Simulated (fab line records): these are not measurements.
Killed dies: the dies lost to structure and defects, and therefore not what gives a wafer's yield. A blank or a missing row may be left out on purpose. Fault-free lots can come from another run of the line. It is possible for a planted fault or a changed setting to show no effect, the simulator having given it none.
The tool behind it: which one? -- flow sfqLine -- 7 lots, 21 wafers sampled, at 2 steps of a route of 325

== WHAT THE GAUGES READ, wafer by wafer ==
SFQ_M3_RS_MEAS_919: measurement is done with a four-point probe.
lot,measured,on,M3_NB_RS (ohm/sq)
L773,day 25 21:11,filmMetro-03,0.895 0.895 0.895
L777,day 27 08:00,filmMetro-03,0.895 0.896 0.904
L781,day 29 22:29,filmMetro-04,0.900 0.914 0.907
L785,day 30 19:52,filmMetro-01,0.895 0.894 0.890
L787,day 31 14:39,filmMetro-04,0.910 0.915 0.909
L790,day 32 12:15,filmMetro-01,0.894 0.892 0.883
L792,day 33 00:01,filmMetro-03,0.436 0.437 0.438

== WHAT TOOL EACH LOT RAN ON (gives the tool, then ch and the chambers of the sampled wafers, and finally the start) ==
lot,SFQ_TRILAYER_M3_DEP_SPUTTER_073
L773,"pvdSputter-03, day 25 21:05"
L777,"pvdSputter-05, day 27 07:53"
L781,"pvdSputter-03, day 29 22:21"
L785,"pvdSputter-04, day 30 19:46"
L787,"pvdSputter-04, day 31 14:31"
L790,"pvdSputter-05, day 32 12:07"
L792,"pvdSputter-03, day 32 23:40"
- SFQ_TRILAYER_M3_DEP_SPUTTER_073: material Nb, target thk 200 nm, time 133.3 s.

== THE ANSWER, worked out from the rows above alone ==
Rule: what is usual is taken from the lots themselves. Put in order of their means at a reading, lots are off if they are a third of the lots or fewer, leave a main group of 4 or more, and stand apart from it by a gap of 3 or more times the standard deviation of the main group's means; of several such gaps the widest counts. The tables above print the reading to a certain number of digits; a main group whose means all agree to those digits is not used. Also off: a lot with no number at a reading for which 4 or more lots have one. Any other lot the step has rows for is counted as sound.
Off: at SFQ_M3_RS_MEAS_919 (M3_NB_RS), L792. Main group: mean 0.899 ohm/sq, sd 0.0077.
A tool fits if, at a process step before that reading, it ran every lot that is off, and no sound lot after the first of them. Those tools and the gauges at SFQ_M3_RS_MEAS_919 are tried in the same way. Can't be told from this: 2 tools fit, pvdSputter-03 at SFQ_TRILAYER_M3_DEP_SPUTTER_073, filmMetro-03 at SFQ_M3_RS_MEAS_919.

== WHAT THE SIMULATOR HAD PUT IN ==
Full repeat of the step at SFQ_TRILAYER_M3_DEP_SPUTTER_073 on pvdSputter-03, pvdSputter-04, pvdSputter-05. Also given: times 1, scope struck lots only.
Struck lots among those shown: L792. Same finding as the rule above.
